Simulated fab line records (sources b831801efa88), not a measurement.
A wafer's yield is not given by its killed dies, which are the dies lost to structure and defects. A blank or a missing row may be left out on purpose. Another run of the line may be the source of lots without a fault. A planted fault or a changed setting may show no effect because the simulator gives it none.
What tool caused it? | flow gf180mcu | 13 lots, 39 wafers sampled, at 3 steps of a route of 602

== WHAT THE GAUGES SHOWED, per wafer ==
GF_M5_OVL_MEAS_08.
lot  | measured     | on         | M5_OVL (nm)
L217 | day 25 17:16 | overlay-02 | -11 -2 -4
L220 | day 27 03:49 | overlay-02 | -4 0 -1
L222 | day 27 22:18 | overlay-01 | 3 0 4
L221 | day 27 23:18 | overlay-02 | -3 -2 3
L223 | day 28 10:36 | overlay-01 | -2 0 -2
L224 | day 28 12:28 | overlay-02 | -11 2 -3
L225 | day 29 06:46 | overlay-02 | -15 -10 -14
L226 | day 29 13:58 | overlay-01 | 0 8 -2
L227 | day 29 22:01 | overlay-02 | 14 1 10
L228 | day 30 00:00 | overlay-01 | -6 -1 -7
L231 | day 30 15:25 | overlay-02 | -3 -3 -1
L232 | day 31 04:10 | overlay-01 | 13 5 3
L239 | day 32 09:04 | overlay-01 | -15 -1 -3

GF_V5_THK_MEAS_25: measures by xrf.
lot  | measured     | on            | V5_W_THK (nm)
L217 | day 26 16:47 | film metro-04 | 353 352 355
L220 | day 28 01:53 | film metro-04 | 364 358 363
L222 | day 28 20:39 | film metro-02 | 361 358 357
L221 | day 28 21:08 | film metro-02 | 353 356 348
L223 | day 29 07:46 | film metro-02 | 345 353 346
L224 | day 29 09:46 | film metro-02 | 353 353 357
L225 | day 30 03:07 | film metro-01 | 353 357 356
L226 | day 30 11:08 | film metro-04 | 366 357 365
L227 | day 30 18:05 | film metro-01 | 353 355 360
L228 | day 30 21:10 | film metro-04 | 362 362 359
L231 | day 31 11:28 | film metro-02 | 352 356 347
L232 | day 31 23:33 | film metro-04 | 359 351 357
L239 | day 33 03:52 | film metro-04 | 360 358 364

== WHAT TOOL EACH LOT RAN ON (gives the tool, then ch and the chambers of the sampled wafers, and finally the start) ==
lot  | GF_V5_SPUTTER_21
L217 | pvd sputter-01, day 26 16:26
L220 | pvd sputter-02, day 28 01:32
L222 | pvd sputter-01, day 28 20:19
L221 | pvd sputter-01, day 28 20:46
L223 | pvd sputter-01, day 29 07:26
L224 | pvd sputter-04, day 29 09:26
L225 | pvd sputter-04, day 30 02:47
L226 | pvd sputter-01, day 30 10:47
L227 | pvd sputter-02, day 30 17:44
L228 | pvd sputter-04, day 30 20:49
L231 | pvd sputter-04, day 31 11:07
L232 | pvd sputter-02, day 31 23:13
L239 | pvd sputter-01, day 33 03:32
- GF_V5_SPUTTER_21: material Ti, target thk 15 nm, time 80.02 s.

== AS READ BY THE TOOLS THEMSELVES (means over the sampled wafers that have a number; for cases with no such wafer, the mark the record gives instead) ==
GF_V5_SPUTTER_21.
lot  | tool           | cathode dc power W (W) | throttle valve pct (%)
L217 | pvd sputter-01 | 2499.6                 | 29.8
L220 | pvd sputter-02 | 2499.7                 | 30.3
L222 | pvd sputter-01 | 2500.1                 | 29.8
L221 | pvd sputter-01 | 2499.9                 | 29.3
L223 | pvd sputter-01 | 2499.8                 | 30.3
L224 | pvd sputter-04 | 2499.9                 | 30.7
L225 | pvd sputter-04 | 2499.8                 | 30.6
L226 | pvd sputter-01 | 2500.2                 | 29.6
L227 | pvd sputter-02 | 2500.0                 | 31.0
L228 | pvd sputter-04 | 2500.3                 | 30.2
L231 | pvd sputter-04 | 2499.8                 | 30.7
L232 | pvd sputter-02 | 2500.2                 | 30.3
L239 | pvd sputter-01 | 2499.7                 | 30.3

== THE ANSWER, worked out from the rows above alone ==
Rule: the usual values come from the lots themselves. Put in order of their means at a reading, lots are off if they are a third of the lots or fewer, leave a main group of 4 or more, and stand apart from it by a gap of 3 or more times the standard deviation of the main group's means; of several such gaps the widest counts. Not used: any main group whose means are identical at the precision the tables above print for the reading. Also off: a lot with no number at a reading for which 4 or more lots have one. Where the step has rows for the other lots, those lots are counted as sound. After the gauges, taken in route order, come the tools' own readings; for these a lot's mean is taken, as printed above. The first step at which some lot is off is used, and at that step the reading that is off furthest; a lot without a number counts as furthest.
Across all readings shown, no lot is off: no conclusion can be drawn from this.

== WHAT THE SIMULATOR HAD INSERTED ==
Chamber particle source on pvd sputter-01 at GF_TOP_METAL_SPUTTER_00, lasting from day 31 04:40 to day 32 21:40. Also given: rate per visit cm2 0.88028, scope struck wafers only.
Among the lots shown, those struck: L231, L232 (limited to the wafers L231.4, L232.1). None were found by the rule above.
